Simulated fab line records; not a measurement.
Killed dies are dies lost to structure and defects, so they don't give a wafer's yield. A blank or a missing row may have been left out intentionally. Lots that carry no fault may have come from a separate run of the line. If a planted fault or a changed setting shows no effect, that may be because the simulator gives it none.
The tool behind it: which one? | flow gf180mcu | 24 lots, 72 wafers sampled, at 3 steps of a route of 602

== WHAT THE GAUGES SHOWED, per wafer ==
GF_V2_THK_MEAS_25: measures by xrf.
lot  | measured     | on            | V2_W_THK (nm)
L074 | day 20 10:19 | film_metro-04 | 346 341 343
L075 | day 20 23:16 | film_metro-04 | 344 343 342
L076 | day 21 11:42 | film_metro-03 | 350 347 347
L077 | day 21 15:20 | film_metro-02 | 345 349 349
L078 | day 21 18:35 | film_metro-02 | 341 341 338
L079 | day 22 04:47 | film_metro-03 | 345 345 348
L080 | day 22 16:41 | film_metro-03 | 349 347 346
L081 | day 22 23:44 | film_metro-02 | 351 348 351
L082 | day 23 08:10 | film_metro-04 | 349 352 348
L083 | day 23 18:56 | film_metro-03 | 353 353 352
L084 | day 24 06:19 | film_metro-03 | 348 348 344
L085 | day 24 12:23 | film_metro-04 | 351 349 346
L086 | day 24 22:16 | film_metro-03 | 357 351 356
L087 | day 25 01:49 | film_metro-02 | 347 349 354
L088 | day 25 09:15 | film_metro-04 | 344 346 345
L089 | day 25 14:30 | film_metro-03 | 341 345 343
L090 | day 26 00:35 | film_metro-02 | 348 345 343
L091 | day 26 06:34 | film_metro-02 | 341 348 342
L092 | day 26 11:22 | film_metro-02 | 345 349 343
L093 | day 26 21:08 | film_metro-02 | 341 343 344
L094 | day 27 06:52 | film_metro-02 | 347 347 348
L095 | day 27 13:58 | film_metro-04 | 347 343 353
L096 | day 27 21:04 | film_metro-03 | 349 345 354
L097 | day 27 21:43 | film_metro-04 | 351 352 348

== EACH LOT AND THE TOOL THAT RAN IT (in order: tool; ch and the chambers of the sampled wafers; start) ==
lot  | GF_SALICIDE_SPUTTER_03       | GF_V2_ETCH_16
L074 | pvd_sputter-02, day 15 04:22 | rie_diel-01 ch 0,3, day 20 09:17
L075 | pvd_sputter-04, day 15 15:53 | rie_diel-04 ch 1,2, day 20 22:10
L076 | pvd_sputter-01, day 16 05:56 | rie_diel-02 ch 2,3, day 21 10:35
L077 | pvd_sputter-02, day 16 08:35 | rie_diel-04 ch 1,2,3, day 21 14:20
L078 | pvd_sputter-01, day 16 11:19 | rie_diel-01 ch 1,3, day 21 17:35
L079 | pvd_sputter-04, day 16 22:38 | rie_diel-02 ch 1,2,3, day 22 03:45
L080 | pvd_sputter-02, day 17 10:33 | rie_diel-01 ch 0,1,2, day 22 15:40
L081 | pvd_sputter-02, day 17 16:06 | rie_diel-01 ch 0,1,3, day 22 22:44
L082 | pvd_sputter-04, day 18 00:19 | rie_diel-01 ch 1,2,3, day 23 07:08
L083 | pvd_sputter-01, day 18 11:22 | rie_diel-04 ch 1,2,3, day 23 17:57
L084 | pvd_sputter-04, day 18 23:53 | rie_diel-01 ch 1,3, day 24 05:19
L085 | pvd_sputter-04, day 19 07:37 | rie_diel-02 ch 2,3, day 24 11:23
L086 | pvd_sputter-04, day 19 18:35 | rie_diel-01 ch 0,1,2, day 24 21:16
L087 | pvd_sputter-01, day 19 21:29 | rie_diel-01 ch 0,1,3, day 25 00:43
L088 | pvd_sputter-04, day 20 06:52 | rie_diel-02 ch 0,2,3, day 25 08:14
L089 | pvd_sputter-04, day 20 11:41 | rie_diel-04 ch 0,2,3, day 25 13:31
L090 | pvd_sputter-04, day 21 00:48 | rie_diel-01 ch 0,1, day 25 23:33
L091 | pvd_sputter-04, day 21 06:48 | rie_diel-04 ch 0,1,3, day 26 05:34
L092 | pvd_sputter-02, day 21 13:41 | rie_diel-02 ch 0,1,3, day 26 10:22
L093 | pvd_sputter-02, day 21 23:28 | rie_diel-02 ch 1,2,3, day 26 20:08
L094 | pvd_sputter-04, day 22 09:22 | rie_diel-01 ch 1,3, day 27 05:52
L095 | pvd_sputter-01, day 22 17:41 | rie_diel-02 ch 0,1, day 27 12:58
L096 | pvd_sputter-04, day 23 01:26 | rie_diel-01 ch 1,2, day 27 20:03
L097 | pvd_sputter-01, day 23 02:58 | rie_diel-02 ch 1,2, day 27 20:42
- GF_SALICIDE_SPUTTER_03: material TiN, target thk 20 nm, time 16.7 s.
- GF_V2_ETCH_16: etches BARC in N2/H2.

== AS READ BY THE TOOLS THEMSELVES (means over the sampled wafers that have a number; for cases with no such wafer, the mark the record gives instead) ==
GF_SALICIDE_SPUTTER_03.
lot  | tool           | cathode_dc_power_W (W) | throttle_valve_pct (%)
L074 | pvd_sputter-02 | 6498.5                 | 29.8
L075 | pvd_sputter-04 | 6500.6                 | 29.5
L076 | pvd_sputter-01 | 6499.6                 | 30.3
L077 | pvd_sputter-02 | 6499.9                 | 30.2
L078 | pvd_sputter-01 | 6500.1                 | 30.3
L079 | pvd_sputter-04 | 6499.2                 | 29.7
L080 | pvd_sputter-02 | 6500.5                 | 30.1
L081 | pvd_sputter-02 | 6500.4                 | 31.1
L082 | pvd_sputter-04 | 6498.8                 | 29.6
L083 | pvd_sputter-01 | 6500.5                 | 30.8
L084 | pvd_sputter-04 | 6499.1                 | 29.4
L085 | pvd_sputter-04 | 6499.4                 | 29.4
L086 | pvd_sputter-04 | 6501.3                 | 29.4
L087 | pvd_sputter-01 | 6500.2                 | 30.2
L088 | pvd_sputter-04 | 6498.9                 | 29.6
L089 | pvd_sputter-04 | 6499.9                 | 29.6
L090 | pvd_sputter-04 | 6499.7                 | 29.4
L091 | pvd_sputter-04 | 6500.7                 | 29.4
L092 | pvd_sputter-02 | 6500.1                 | 29.0
L093 | pvd_sputter-02 | 6500.7                 | 31.3
L094 | pvd_sputter-04 | 6499.0                 | 29.4
L095 | pvd_sputter-01 | 6500.4                 | 31.0
L096 | pvd_sputter-04 | 6499.5                 | 29.5
L097 | pvd_sputter-01 | 6500.5                 | 30.8

GF_V2_ETCH_16.
lot  | tool        | drypump_motor_current_A (A) | oes_product_au (a.u.) | throttle_valve_pct (%)
L074 | rie_diel-01 | 5.7                         | 0.858                 | 13.232
L075 | rie_diel-04 | 6.0                         | 0.852                 | 13.228
L076 | rie_diel-02 | 5.8                         | 0.858                 | 13.230
L077 | rie_diel-04 | 6.0                         | 0.852                 | 13.216
L078 | rie_diel-01 | 5.8                         | 0.855                 | 13.226
L079 | rie_diel-02 | 5.8                         | 0.856                 | 13.218
L080 | rie_diel-01 | 5.3                         | 0.857                 | 13.225
L081 | rie_diel-01 | 5.5                         | 0.850                 | 13.213
L082 | rie_diel-01 | 5.7                         | 0.854                 | 13.232
L083 | rie_diel-04 | 6.0                         | 0.854                 | 13.226
L084 | rie_diel-01 | 5.8                         | 0.857                 | 13.221
L085 | rie_diel-02 | 5.8                         | 0.849                 | 13.215
L086 | rie_diel-01 | 5.3                         | 0.852                 | 13.229
L087 | rie_diel-01 | 5.5                         | 0.856                 | 13.216
L088 | rie_diel-02 | 5.9                         | 0.855                 | 13.227
L089 | rie_diel-04 | 6.1                         | 0.851                 | 13.219
L090 | rie_diel-01 | 5.3                         | 0.861                 | 13.222
L091 | rie_diel-04 | 6.0                         | 0.857                 | 13.222
L092 | rie_diel-02 | 5.8                         | 0.855                 | 13.220
L093 | rie_diel-02 | 5.8                         | 0.856                 | 13.219
L094 | rie_diel-01 | 5.6                         | 0.856                 | 13.219
L095 | rie_diel-02 | 5.8                         | 0.851                 | 13.229
L096 | rie_diel-01 | 5.4                         | 0.855                 | 13.231
L097 | rie_diel-02 | 5.8                         | 0.856                 | 13.225

== THE ANSWER, worked out from the rows above alone ==
Rule: what is usual is taken from the lots themselves. Put in order of their means at a reading, lots are off if they are a third of the lots or fewer, leave a main group of 4 or more, and stand apart from it by a gap of 3 or more times the standard deviation of the main group's means; of several such gaps the widest counts. Not used: any main group whose means are identical at the precision the tables above print for the reading. A lot without any number at a reading at which 4 lots or more have one is off too. Where the step has rows for the other lots, those lots are counted as sound. After the gauges, taken in route order, come the tools' own readings; for these a lot's mean is taken, as printed above. The first step at which some lot is off is used, and at that step the reading that is off furthest; a lot without a number counts as furthest.
Nothing can be told from this: no lot is off at any reading shown.

== WHAT HAD BEEN PUT IN BY THE SIMULATOR ==
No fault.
